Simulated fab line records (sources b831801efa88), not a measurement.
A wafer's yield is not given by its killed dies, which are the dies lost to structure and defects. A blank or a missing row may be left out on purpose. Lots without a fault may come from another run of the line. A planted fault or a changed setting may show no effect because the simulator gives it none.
fab line records    flow sky130
record: lots: 24  wafers: 72  last_day: 50
route steps=708 shown LOCAL_INTERCONNECT@399 METAL1@438 VIA1@474 VIA3@597 METAL5@666
lots that met no fault: taken from a fault-free run of the same line
start_h: hours from the record's opening day to when the first of the lot's shown wafers began    wait_h: hours since the lot's step before    " identical to the entry in the row above    L1.1+2: a row that stands for several wafers    - value missing, or start not given    * or withheld: withheld    < > ~ a bound
route shown NAME@n: NAME is a module with steps in the file, n the number in the route of the first one    usual: mean/standard deviation taken from wafers without a fault    same: alike in all rows    chamber/n: place in a boat    sites: each site's reading    _std_site: how widely they spread, as a standard deviation    _edge_site: inner sites' mean taken away from outer sites' mean    radius_mm: for every site, how far away it sits from the centre of the wafer    mask NAME#n: copy n    behind: the tool/chamber that last shaped the wafer    hold: why the lot went on hold/how many hours it stayed there/how the hold came to an end    device: transistor that didn't switch, given as n, p or np    end of line: the same wafers' tests at the end of the route    where a step has no rows: the recipe by itself    killed: at the first sort, the dies lost to defects and structure; wafer yield is something else    map: per-die view of a wafer (x killed, . not killed, _ where there is no die)
set.NAME: the setting that was run; set.NAME@STEP: the one run at that earlier step    model.NAME: the simulator's own value behind a step, which no gauge read
a sample of lots followed through the steps of the route, with each step as a table and each wafer as a row
services: the hour from which a tool's chamber was out of use, counted from the record's first day as start_h (under 0 if before that day), plus the number of hours and why
== steps ==
step: SKY_LOCAL_INTERCONNECT_OVL_MEAS_12
usual: LOCAL_INTERCONNECT_OVL: 0/4.3
lot.wafer  tool        chamber  start_h  wait_h  LOCAL_INTERCONNECT_OVL[nm]
L074.2     overlay-02  -        720.27   0.1     1
L074.4     "           -        "        "       4
L074.6     "           -        "        "       -1
L075.1     overlay-01  -        720.62   0.1     4
L075.3     "           -        "        "       6
L075.4     "           -        "        "       -7
L076.2     overlay-01  -        726.00   0.1     -7
L076.3     "           -        "        "       -2
L076.4     "           -        "        "       -3
L078.1     overlay-01  -        746.92   0.1     -4
L078.5     "           -        "        "       3
L078.6     "           -        "        "       -3
L077.2     overlay-01  -        748.80   0.1     -1
L077.3     "           -        "        "       0
L077.5     "           -        "        "       -1
L080.1     overlay-01  -        755.62   0.1     5
L080.4     "           -        "        "       -2
L080.6     "           -        "        "       -5
L079.2     overlay-01  -        757.27   0.1     3
L079.3     "           -        "        "       -2
L079.5     "           -        "        "       -4
L081.2     overlay-02  -        765.32   0.1     0
L081.3     "           -        "        "       -4
L081.6     "           -        "        "       -4
L082.2     overlay-02  -        766.57   0.1     11
L082.4     "           -        "        "       8
L082.5     "           -        "        "       12
L083.4     overlay-02  -        779.41   0.1     1
L083.5     "           -        "        "       -7
L083.6     "           -        "        "       -5
L084.3     overlay-01  -        784.00   0.1     -2
L084.4     "           -        "        "       -6
L084.5     "           -        "        "       8
L085.1     overlay-02  -        793.44   0.1     4
L085.4     "           -        "        "       -1
L085.5     "           -        "        "       -3
L087.1     overlay-02  -        801.84   0.1     3
L087.2     "           -        "        "       -2
L087.4     "           -        "        "       0
L086.4     overlay-01  -        802.24   0.1     -1
L086.5     "           -        "        "       -2
L086.6     "           -        "        "       4
L088.1     overlay-01  -        805.12   0.1     1
L088.5     "           -        "        "       4
L088.6     "           -        "        "       1
L089.1     overlay-02  -        810.17   0.1     0
L089.4     "           -        "        "       -4
L089.5     "           -        "        "       0
L090.1     overlay-02  -        822.17   0.1     0
L090.4     "           -        "        "       4
L090.5     "           -        "        "       1
L091.2     overlay-01  -        844.07   0.1     -4
L091.3     "           -        "        "       0
L091.5     "           -        "        "       1
L092.1     overlay-02  -        846.02   0.1     2
L092.2     "           -        "        "       -8
L092.4     "           -        "        "       -4
L093.3     overlay-02  -        853.71   0.1     2
L093.4     "           -        "        "       4
L093.6     "           -        "        "       -1
L094.1     overlay-01  -        853.89   0.1     5
L094.4     "           -        "        "       6
L094.5     "           -        "        "       0
L095.1     overlay-01  -        871.02   0.1     9
L095.5     "           -        "        "       6
L095.6     "           -        "        "       5
L096.2     overlay-02  -        873.72   0.1     1
L096.3     "           -        "        "       -2
L096.6     "           -        "        "       2
L097.1     overlay-01  -        875.22   0.1     -1
L097.4     "           -        "        "       -5
L097.6     "           -        "        "       -5
step: SKY_METAL1_SPUTTER_04
recipe: material: TiN  target_thk_nm: 70  power_w: 6500  time_s: 58.3  chamber_pressure_pa: 0.4
usual: throttle_valve_pct: 29.8/1.3
lot.wafer  tool            chamber  start_h  wait_h  throttle_valve_pct
L074.2     pvd_sputter-04  -        751.15   0.0     30.5
L074.4     "               -        "        "       31.0
L074.6     "               -        "        "       30.9
L075.1     pvd_sputter-03  -        751.75   0.0     30.3
L075.3     "               -        "        "       27.1
L075.4     "               -        "        "       29.5
L076.2     pvd_sputter-03  -        756.16   0.0     28.7
L076.3     "               -        "        "       29.5
L076.4     "               -        "        "       27.2
L078.1     pvd_sputter-01  -        776.60   0.0     29.9
L078.5     "               -        "        "       30.5
L078.6     "               -        "        "       30.4
L077.2     pvd_sputter-04  -        778.36   0.0     31.1
L077.3     "               -        "        "       27.9
L077.5     "               -        "        "       31.2
L080.1     pvd_sputter-01  -        785.40   0.0     30.4
L080.4     "               -        "        "       30.1
L080.6     "               -        "        "       31.2
L079.2     pvd_sputter-04  -        787.14   0.0     28.1
L079.3     "               -        "        "       30.8
L079.5     "               -        "        "       28.2
L081.2     pvd_sputter-03  -        794.90   0.0     30.4
L081.3     "               -        "        "       28.8
L081.6     "               -        "        "       29.5
L082.2     pvd_sputter-01  -        796.33   0.0     30.3
L082.4     "               -        "        "       30.1
L082.5     "               -        "        "       30.1
L083.4     pvd_sputter-04  -        809.28   0.0     28.2
L083.5     "               -        "        "       30.8
L083.6     "               -        "        "       31.2
L084.3     pvd_sputter-03  -        812.97   0.0     28.7
L084.4     "               -        "        "       30.5
L084.5     "               -        "        "       30.2
L085.1     pvd_sputter-01  -        823.08   0.0     30.2
L085.4     "               -        "        "       30.3
L085.5     "               -        "        "       30.5
L087.1     pvd_sputter-01  -        830.55   0.0     30.5
L087.2     "               -        "        "       31.1
L087.4     "               -        "        "       30.4
L086.4     pvd_sputter-03  -        831.31   0.0     28.7
L086.5     "               -        "        "       30.2
L086.6     "               -        "        "       29.7
L088.1     pvd_sputter-04  -        833.52   0.0     30.8
L088.5     "               -        "        "       30.8
L088.6     "               -        "        "       30.9
L089.1     pvd_sputter-01  -        838.47   0.0     30.3
L089.4     "               -        "        "       31.3
L089.5     "               -        "        "       30.2
L090.1     pvd_sputter-03  -        850.70   0.0     29.5
L090.4     "               -        "        "       28.9
L090.5     "               -        "        "       28.5
L091.2     pvd_sputter-01  -        872.87   0.0     29.7
L091.3     "               -        "        "       30.2
L091.5     "               -        "        "       30.3
L092.1     pvd_sputter-04  -        874.57   0.0     30.9
L092.2     "               -        "        "       28.4
L092.4     "               -        "        "       30.2
L093.3     pvd_sputter-03  -        882.87   0.0     29.6
L093.4     "               -        "        "       27.0
L093.6     "               -        "        "       30.1
L094.1     pvd_sputter-04  -        883.67   0.0     30.9
L094.4     "               -        "        "       30.4
L094.5     "               -        "        "       30.7
L095.1     pvd_sputter-04  -        900.12   0.0     31.2
L095.5     "               -        "        "       27.7
L095.6     "               -        "        "       30.3
L096.2     pvd_sputter-01  -        901.71   0.0     31.3
L096.3     "               -        "        "       30.2
L096.6     "               -        "        "       31.2
L097.1     pvd_sputter-03  -        903.73   0.0     29.7
L097.4     "               -        "        "       30.4
L097.6     "               -        "        "       27.0
step: SKY_VIA1_STRIP_16
recipe: chemistry: O2/N2  power_w: 1400  pressure_mtorr: 1500  platen_temp_c: withheld  o2_flow_sccm: 3000  n2_flow_sccm: 300  overash_fraction: 0.5
usual: drypump_motor_current_A: 5.7/0.57  o2_flow_sccm: 3001/9.4  oes_product_au: 0.416/0.0047  strip_time_to_endpoint_s: 4.464/0.029
lot.wafer  tool             chamber  start_h  wait_h  drypump_motor_current_A  o2_flow_sccm  oes_product_au  rf_hours_counter_h  strip_time_to_endpoint_s
L074.2     plasma_asher-03  1        806.77   0.0     5.9                      3017          0.428           36                  4.494
L074.4     "                1        "        "       5.9                      3011          0.419           -                   4.529
L074.6     "                1        "        "       5.9                      3010          0.412           -                   4.468
L075.1     plasma_asher-04  0        806.94   0.0     6.0                      3008          0.417           66                  4.415
L075.3     "                0        "        "       6.0                      3001          0.418           -                   4.426
L075.4     "                1        "        "       6.5                      3017          0.415           -                   4.429
L076.2     plasma_asher-01  0        809.94   0.0     6.0                      3003          0.416           95                  4.461
L076.3     "                0        "        "       6.0                      3026          0.423           -                   4.511
L076.4     "                1        "        "       5.3                      2997          0.416           -                   4.466
L078.1     plasma_asher-04  1        830.74   0.0     6.5                      2992          0.413           68                  4.499
L078.5     "                1        "        "       6.5                      2993          0.422           -                   4.461
L078.6     "                0        "        "       6.0                      2996          0.414           -                   4.481
L077.2     plasma_asher-03  0        832.17   0.0     4.7                      3008          0.415           39                  4.480
L077.3     "                0        "        "       4.7                      3000          0.410           -                   4.444
L077.5     "                1        "        "       5.8                      2994          0.419           -                   4.470
L080.1     plasma_asher-03  1        840.27   0.0     5.9                      3003          0.418           39                  4.425
L080.4     "                0        "        "       4.7                      2981          0.421           -                   4.476
L080.6     "                1        "        "       5.9                      2999          0.417           -                   4.490
L079.2     plasma_asher-01  0        841.72   0.0     6.0                      3004          0.403           99                  4.423
L079.3     "                1        "        "       5.3                      3011          0.415           -                   4.468
L079.5     "                1        "        "       5.3                      3003          0.418           -                   4.472
L081.2     plasma_asher-01  1        848.52   0.0     5.3                      3011          0.419           100                 4.481
L081.3     "                0        "        "       6.0                      3007          0.422           -                   4.452
L081.6     "                1        "        "       5.3                      3009          0.415           -                   4.469
L082.2     plasma_asher-04  1        851.34   0.0     6.5                      2982          0.412           70                  4.459
L082.4     "                0        "        "       6.0                      3006          0.408           -                   4.458
L082.5     "                1        "        "       6.5                      2987          0.422           -                   4.442
L083.4     plasma_asher-04  1        863.81   0.1     6.5                      2993          0.408           -                   4.446
L083.5     "                1        "        "       6.5                      3005          0.414           -                   4.512
L083.6     "                0        "        "       6.1                      2991          0.417           -                   4.500
L084.3     plasma_asher-04  1        866.21   0.1     6.5                      3005          0.421           -                   4.495
L084.4     "                0        "        "       6.0                      3020          0.420           -                   4.495
L084.5     "                1        "        "       6.5                      2993          0.411           -                   4.502
L085.1     plasma_asher-03  0        876.07   0.0     4.7                      2998          0.411           43                  4.455
L085.4     "                0        "        "       4.7                      2987          0.412           -                   4.466
L085.5     "                0        "        "       4.7                      3010          0.419           -                   4.479
L087.1     plasma_asher-01  0        883.27   0.0     6.0                      3010          0.407           103                 4.447
L087.2     "                1        "        "       5.3                      3000          0.425           103                 4.527
L087.4     "                0        "        "       6.0                      2998          0.420           -                   4.463
L086.4     plasma_asher-01  0        884.81   0.1     6.0                      3008          0.410           -                   4.422
L086.5     "                1        "        "       5.3                      2976          0.416           -                   4.431
L086.6     "                0        "        "       6.0                      3003          0.414           -                   4.475
L088.1     plasma_asher-04  1        887.37   0.0     6.5                      3004          0.423           74                  4.448
L088.5     "                0        "        "       6.0                      3001          0.416           -                   4.440
L088.6     "                1        "        "       6.5                      2997          0.414           -                   4.459
L089.1     plasma_asher-03  0        892.62   0.0     4.7                      3009          0.415           45                  4.450
L089.4     "                0        "        "       4.7                      2999          0.411           -                   4.464
L089.5     "                0        "        "       4.7                      2997          0.419           -                   4.474
L090.1     plasma_asher-03  0        904.42   0.0     4.7                      3000          0.411           46                  4.453
L090.4     "                0        "        "       4.7                      2993          0.417           -                   4.450
L090.5     "                1        "        "       5.9                      3015          0.417           -                   4.469
L091.2     plasma_asher-03  1        925.32   0.0     5.9                      3007          0.421           48                  4.486
L091.3     "                0        "        "       4.7                      3003          0.418           -                   4.508
L091.5     "                0        "        "       4.7                      3002          0.416           -                   4.511
L092.1     plasma_asher-01  0        926.73   0.0     6.0                      3000          0.419           107                 4.457
L092.2     "                1        "        "       5.3                      3007          0.412           107                 4.445
L092.4     "                1        "        "       5.3                      3005          0.416           -                   4.442
L093.3     plasma_asher-04  1        934.63   0.1     6.5                      2985          0.413           -                   4.422
L093.4     "                0        "        "       6.0                      3000          0.419           -                   4.457
L093.6     "                1        "        "       6.5                      2985          0.412           -                   4.453
L094.1     plasma_asher-03  1        936.42   0.0     5.9                      3000          0.410           49                  4.394
L094.4     "                1        "        "       5.9                      3007          0.411           -                   4.473
L094.5     "                0        "        "       4.7                      2988          0.413           -                   4.438
L095.1     plasma_asher-01  1        950.39   0.0     5.3                      2999          0.418           109                 4.454
L095.5     "                1        "        "       5.3                      3005          0.416           -                   4.496
L095.6     "                0        "        "       6.0                      2993          0.420           -                   4.531
L096.2     plasma_asher-01  1        953.24   0.0     5.3                      2999          0.421           109                 4.421
L096.3     "                1        "        "       5.3                      3010          0.422           -                   4.450
L096.6     "                1        "        "       5.3                      3007          0.407           -                   4.420
L097.1     plasma_asher-01  1        953.94   0.0     5.3                      3012          0.417           109                 4.499
L097.4     "                0        "        "       6.0                      3017          0.426           -                   4.473
L097.6     "                1        "        "       5.3                      3000          0.414           -                   4.449
step: SKY_VIA1_CMP_24
recipe: stop_on: SiO2  t_overpolish_s: 15  down_force_psi: 3.5  platen_rpm: 60  target_thk_nm: 0  pad_velocity_m_s: 0.94248
usual: head_pressure_psi: 3.499/0.0078  motor_current_A: 11.0/1.3  overpolish_run_s: 15.001/0.0092  time_to_endpoint_s: 67/3.3
lot.wafer  tool    chamber  start_h  wait_h  head_pressure_psi  motor_current_A  overpolish_run_s  time_to_endpoint_s
L074.4     cmp-02  1        807.85   0.1     3.495              10.1             15.022            70
L074.2     "       2        "        "       3.479              10.8             15.022            62
L074.6     "       0        "        "       3.493              11.5             15.008            65
L075.3     cmp-01  0        807.91   0.0     3.498              14.0             14.987            61
L075.1     "       1        "        "       3.502              8.8              14.995            69
L075.4     "       3        "        "       3.487              11.2             15.006            66
L076.4     cmp-01  0        810.92   0.0     3.498              14.0             14.991            64
L076.2     "       1        "        "       3.505              9.7              15.005            68
L076.3     "       2        "        "       3.505              10.6             15.008            66
L078.1     cmp-02  0        831.78   0.1     3.498              11.5             15.013            70
L078.6     "       2        "        "       3.499              10.0             15.004            69
L078.5     "       3        "        "       3.509              9.6              14.992            70
L077.3     cmp-02  0        833.30   0.1     3.503              11.8             15.002            66
L077.2     "       1        "        "       3.502              10.8             14.991            66
L077.5     "       2        "        "       3.492              10.4             15.001            69
L080.1     cmp-01  0        841.27   0.1     3.503              13.2             14.982            64
L080.4     "       1        "        "       3.511              9.2              14.994            70
L080.6     "       3        "        "       3.499              11.8             15.007            69
L079.2     cmp-01  2        842.69   0.0     3.505              10.4             14.995            65
L079.3     "       3        "        "       3.501              11.5             14.993            67
L079.5     "       3        "        "       3.492              11.9             15.004            67
L081.2     cmp-01  3        849.51   0.1     3.488              11.2             15.005            63
L081.3     "       0        "        "       3.500              13.9             15.013            60
L081.6     "       3        "        "       3.498              12.0             15.003            68
L082.2     cmp-01  2        852.31   0.0     3.492              11.0             15.004            64
L082.4     "       3        "        "       3.504              11.2             15.004            65
L082.5     "       2        "        "       3.492              10.9             15.002            63
L083.4     cmp-01  1        864.90   0.2     3.505              9.7              15.001            70
L083.6     "       2        "        "       3.495              11.2             14.985            67
L083.5     "       3        "        "       3.504              11.5             15.002            68
L084.3     cmp-02  1        867.24   0.1     3.500              10.5             15.001            70
L084.4     "       2        "        "       3.503              10.2             15.009            71
L084.5     "       3        "        "       3.499              9.3              15.006            64
L085.4     cmp-01  2        877.05   0.1     3.509              11.3             14.991            71
L085.1     "       0        "        "       3.498              14.5             15.005            68
L085.5     "       2        "        "       3.499              11.0             15.000            70
L087.4     cmp-02  2        884.20   0.0     3.498              10.5             14.998            67
L087.1     "       3        "        "       3.499              9.4              14.994            68
L087.2     "       1        "        "       3.513              10.7             14.997            72
L086.4     cmp-02  3        885.75   0.1     3.497              10.0             15.014            68
L086.6     "       2        "        "       3.505              9.5              15.011            68
L086.5     "       3        "        "       3.496              9.5              15.001            68
L088.1     cmp-01  2        888.48   0.2     3.509              10.9             14.993            68
L088.5     "       3        "        "       3.496              11.3             15.007            69
L088.6     "       0        "        "       3.495              13.9             14.999            63
L089.1     cmp-02  3        893.59   0.1     3.499              10.0             14.991            69
L089.4     "       1        "        "       3.489              10.6             14.998            68
L089.5     "       0        "        "       3.494              11.1             14.999            67
L090.4     cmp-01  0        905.43   0.1     3.503              14.4             14.981            61
L090.1     "       2        "        "       3.495              11.9             15.008            69
L090.5     "       0        "        "       3.494              14.6             15.005            65
L091.3     cmp-02  1        926.25   0.0     3.500              10.6             14.995            74
L091.2     "       0        "        "       3.499              11.3             14.996            66
L091.5     "       2        "        "       3.500              10.6             14.992            72
L092.2     cmp-01  1        927.69   0.0     3.498              9.5              15.013            69
L092.1     "       3        "        "       3.483              11.4             14.993            69
L092.4     "       0        "        "       3.503              13.9             14.996            67
L093.4     cmp-01  1        935.55   0.0     3.489              9.6              15.003            69
L093.3     "       2        "        "       3.500              10.9             14.985            72
L093.6     "       1        "        "       3.498              9.7              15.005            72
L094.4     cmp-02  0        937.35   0.0     3.504              11.9             14.996            64
L094.1     "       2        "        "       3.501              10.9             15.011            66
L094.5     "       0        "        "       3.501              11.0             14.984            63
L095.1     cmp-02  3        951.38   0.1     3.492              9.8              15.013            66
L095.5     "       3        "        "       3.494              9.7              15.003            66
L095.6     "       0        "        "       3.489              12.3             14.991            62
L096.3     cmp-02  0        954.17   0.0     3.503              12.2             15.010            63
L096.2     "       3        "        "       3.512              9.4              15.001            65
L096.6     "       0        "        "       3.489              11.7             15.009            64
L097.1     cmp-02  1        954.87   0.1     3.496              10.2             15.007            69
L097.4     "       0        "        "       3.494              11.5             15.004            63
L097.6     "       2        "        "       3.477              9.9              15.000            71
step: SKY_VIA3_CMP_24
recipe: stop_on: SiO2  t_overpolish_s: 20  down_force_psi: 3.5  platen_rpm: 60  target_thk_nm: 0  pad_velocity_m_s: 0.94248
usual: head_pressure_psi: 3.498/0.0075  motor_current_A: 11.2/1.4  overpolish_run_s: 19.999/0.0092  time_to_endpoint_s: 97/4.5
lot.wafer  tool    chamber  start_h  wait_h  head_pressure_psi  motor_current_A  overpolish_run_s  time_to_endpoint_s
L074.4     cmp-01  0        942.07   0.0     3.495              13.6             20.005            91
L074.2     "       1        "        "       3.513              9.6              19.975            95
L074.6     "       0        "        "       3.488              13.6             20.006            95
L075.4     cmp-01  3        943.21   0.0     3.498              11.6             20.015            93
L075.1     "       0        "        "       3.494              13.9             20.015            94
L075.3     "       1        "        "       3.503              9.4              20.006            99
L076.3     cmp-02  2        943.90   0.1     3.495              10.4             20.018            94
L076.2     "       3        "        "       3.494              9.5              20.002            96
L076.4     "       0        "        "       3.508              11.4             19.975            97
L078.1     cmp-01  0        964.18   0.2     3.510              13.9             19.999            93
L078.5     "       3        "        "       3.502              11.4             20.007            98
L078.6     "       0        "        "       3.495              13.4             20.002            88
L077.2     cmp-02  1        965.54   0.1     3.495              10.5             20.019            100
L077.3     "       3        "        "       3.504              9.4              19.987            94
L077.5     "       1        "        "       3.499              10.4             19.968            101
L080.1     cmp-01  3        973.24   0.1     3.493              12.0             19.987            100
L080.4     "       0        "        "       3.502              13.9             20.000            96
L080.6     "       3        "        "       3.489              10.5             19.986            103
L079.3     cmp-01  3        974.31   0.0     3.495              12.0             20.002            94
L079.2     "       1        "        "       3.508              9.9              20.003            95
L079.5     "       0        "        "       3.502              13.7             20.004            97
L081.2     cmp-01  0        983.22   0.1     3.493              14.2             20.007            89
L081.3     "       1        "        "       3.504              9.6              20.008            98
L081.6     "       2        "        "       3.485              11.0             19.984            94
L082.4     cmp-01  1        985.89   0.0     3.495              9.6              20.011            102
L082.2     "       3        "        "       3.485              11.9             20.001            102
L082.5     "       1        "        "       3.510              9.4              19.992            101
L083.4     cmp-01  1        993.02   0.1     3.505              9.4              20.006            98
L083.5     "       3        "        "       3.496              12.2             20.006            93
L083.6     "       0        "        "       3.504              13.6             20.014            85
L084.3     cmp-01  0        996.71   0.1     3.508              13.9             20.001            92
L084.4     "       1        "        "       3.490              9.8              19.995            95
L084.5     "       3        "        "       3.487              11.4             20.004            95
L085.4     cmp-01  2        1005.71  0.1     3.497              11.2             20.001            92
L085.1     "       0        "        "       3.497              13.5             19.994            87
L085.5     "       2        "        "       3.505              10.8             20.007            93
L087.4     cmp-02  2        1012.43  0.0     3.491              10.7             20.001            96
L087.2     "       3        "        "       3.499              9.5              19.996            96
L087.1     "       0        "        "       3.502              11.2             20.006            93
L086.4     cmp-01  0        1014.76  0.3     3.498              13.9             19.990            91
L086.6     "       1        "        "       3.513              9.5              20.002            99
L086.5     "       2        "        "       3.508              11.3             19.992            99
L088.1     cmp-01  1        1015.29  0.1     3.501              9.7              20.007            95
L088.5     "       1        "        "       3.484              9.7              20.000            95
L088.6     "       2        "        "       3.498              11.2             19.985            94
L089.1     cmp-02  0        1020.31  0.1     3.511              11.7             20.012            103
L089.4     "       2        "        "       3.508              10.6             19.997            103
L089.5     "       3        "        "       3.496              9.5              20.004            99
L090.1     cmp-01  0        1031.26  0.1     3.501              13.6             20.006            92
L090.4     "       2        "        "       3.491              10.2             20.002            98
L090.5     "       3        "        "       3.501              11.9             19.996            96
L091.2     cmp-02  0        1050.81  0.0     3.504              11.5             19.980            97
L091.3     "       3        "        "       3.496              10.0             19.993            97
L091.5     "       0        "        "       3.503              11.8             19.992            92
L092.1     cmp-02  1        1052.51  0.1     3.501              10.8             19.994            102
L092.2     "       2        "        "       3.508              10.9             19.989            103
L092.4     "       3        "        "       3.504              9.5              19.990            97
L093.4     cmp-01  3        1058.62  0.0     3.507              11.8             19.997            97
L093.3     "       0        "        "       3.503              14.2             19.998            91
L093.6     "       3        "        "       3.505              11.0             19.994            97
L094.1     cmp-02  1        1059.60  0.1     3.488              10.5             20.004            108
L094.4     "       0        "        "       3.488              11.4             19.992            97
L094.5     "       1        "        "       3.510              10.6             20.002            105
L095.1     cmp-02  2        1071.69  0.2     3.493              10.8             20.006            102
L095.6     "       3        "        "       3.490              9.7              19.988            97
L095.5     "       0        "        "       3.499              11.7             20.000            92
L096.3     cmp-02  2        1077.69  0.1     3.505              10.6             19.997            104
L096.2     "       3        "        "       3.501              9.5              20.001            95
L096.6     "       0        "        "       3.499              11.8             19.983            93
L097.4     cmp-01  0        1077.81  0.0     3.499              14.1             19.996            90
L097.1     "       2        "        "       3.510              10.8             19.995            96
L097.6     "       1        "        "       3.507              9.2              19.999            96
step: SKY_METAL5_RS_MEAS_05
recipe: thk_meas_gauge: four-point-probe  reads: TiN_of_METAL5_SPUTTER_04+Ti_of_METAL5_SPUTTER_03+AlCu_of_METAL5_SPUTTER_02+TiN_of_METAL5_SPUTTER_01+Ti_of_METAL5_SPUTTER_00
usual: METAL5_ALCU_RS: 0.0270/0.00039
lot.wafer  tool           chamber  start_h  wait_h  METAL5_ALCU_RS[ohm/sq]
L074.2     film_metro-01  -        1015.90  0.0     0.0268
L074.4     "              -        "        "       0.0268
L074.6     "              -        "        "       0.0271
L075.1     film_metro-04  -        1017.95  0.0     0.0275
L075.3     "              -        "        "       0.0272
L075.4     "              -        "        "       0.0266
L076.2     film_metro-01  -        1018.27  0.0     0.0271
L076.3     "              -        "        "       0.0269
L076.4     "              -        "        "       0.0267
L078.1     film_metro-04  -        1038.58  0.0     0.0267
L078.5     "              -        "        "       0.0268
L078.6     "              -        "        "       0.0261
L077.2     film_metro-02  -        1038.90  0.0     0.0266
L077.3     "              -        "        "       0.0274
L077.5     "              -        "        "       0.0265
L080.1     film_metro-04  -        1046.62  0.0     0.0265
L080.4     "              -        "        "       0.0268
L080.6     "              -        "        "       0.0266
L079.2     film_metro-01  -        1047.74  0.0     0.0267
L079.3     "              -        "        "       0.0269
L079.5     "              -        "        "       0.0270
L081.2     film_metro-04  -        1054.21  0.0     0.0274
L081.3     "              -        "        "       0.0266
L081.6     "              -        "        "       0.0273
L082.2     film_metro-01  -        1057.46  0.0     0.0268
L082.4     "              -        "        "       0.0270
L082.5     "              -        "        "       0.0271
L083.4     film_metro-02  -        1065.24  0.1     0.0274
L083.5     "              -        "        "       0.0274
L083.6     "              -        "        "       0.0271
L084.3     film_metro-04  -        1069.03  0.1     0.0269
L084.4     "              -        "        "       0.0274
L084.5     "              -        "        "       0.0270
L085.1     film_metro-01  -        1075.19  0.0     0.0270
L085.4     "              -        "        "       0.0268
L085.5     "              -        "        "       0.0270
L087.1     film_metro-01  -        1082.36  0.0     0.0274
L087.2     "              -        "        "       0.0267
L087.4     "              -        "        "       0.0272
L086.4     film_metro-04  -        1085.18  0.1     0.0270
L086.5     "              -        "        "       0.0272
L086.6     "              -        "        "       0.0270
L088.1     film_metro-01  -        1085.72  0.0     0.0273
L088.5     "              -        "        "       0.0279
L088.6     "              -        "        "       0.0275
L089.1     film_metro-02  -        1090.59  0.0     0.0267
L089.4     "              -        "        "       0.0270
L089.5     "              -        "        "       0.0271
L090.1     film_metro-02  -        1102.72  0.0     0.0274
L090.4     "              -        "        "       0.0272
L090.5     "              -        "        "       0.0272
L091.2     film_metro-01  -        1121.43  0.0     0.0275
L091.3     "              -        "        "       0.0275
L091.5     "              -        "        "       0.0274
L092.1     film_metro-04  -        1122.60  0.0     0.0271
L092.2     "              -        "        "       0.0268
L092.4     "              -        "        "       0.0266
L093.3     film_metro-01  -        1125.53  0.1     0.0271
L093.4     "              -        "        "       0.0272
L093.6     "              -        "        "       0.0272
L094.1     film_metro-04  -        1125.79  0.0     0.0270
L094.4     "              -        "        "       0.0265
L094.5     "              -        "        "       0.0263
L095.1     film_metro-04  -        1137.11  0.0     0.0273
L095.5     "              -        "        "       0.0274
L095.6     "              -        "        "       0.0278
L096.2     film_metro-01  -        1139.07  0.0     0.0276
L096.3     "              -        "        "       0.0275
L096.6     "              -        "        "       0.0280
L097.1     film_metro-02  -        1139.65  0.0     0.0264
L097.4     "              -        "        "       0.0265
L097.6     "              -        "        "       0.0269
== services ==
tool             chamber  start_h  hours  kind
pvd_sputter-03   -        732.99   1.2    repair
pvd_sputter-01   -        734.27   2.1    repair
cmp-02           -        742.35   1.7    repair
cmp-01           -        743.97   1.0    repair
cmp-02           -        744.89   2.7    repair
cmp-02           -        747.62   14.4   pm
cmp-02           -        762.07   4.0    pm
cmp-01           -        770.88   1.5    repair
cmp-02           -        815.71   1.3    repair
cmp-02           -        824.36   1.0    repair
cmp-01           -        841.60   0.8    repair
plasma_asher-01  -        873.30   3.4    repair
cmp-02           -        874.48   5.8    pm
cmp-02           -        899.95   0.3    repair
cmp-01           -        912.00   4.0    pm
cmp-01           -        929.97   4.2    pm
plasma_asher-01  -        938.68   2.8    pm
cmp-02           -        956.80   1.4    repair
cmp-01           -        1006.49  2.0    repair
cmp-01           -        1026.40  0.5    repair
cmp-02           -        1045.22  3.7    repair
plasma_asher-01  -        1055.25  9.0    pm
cmp-01           -        1071.93  0.6    repair
cmp-01           -        1073.68  0.3    repair
== key ==
fault none
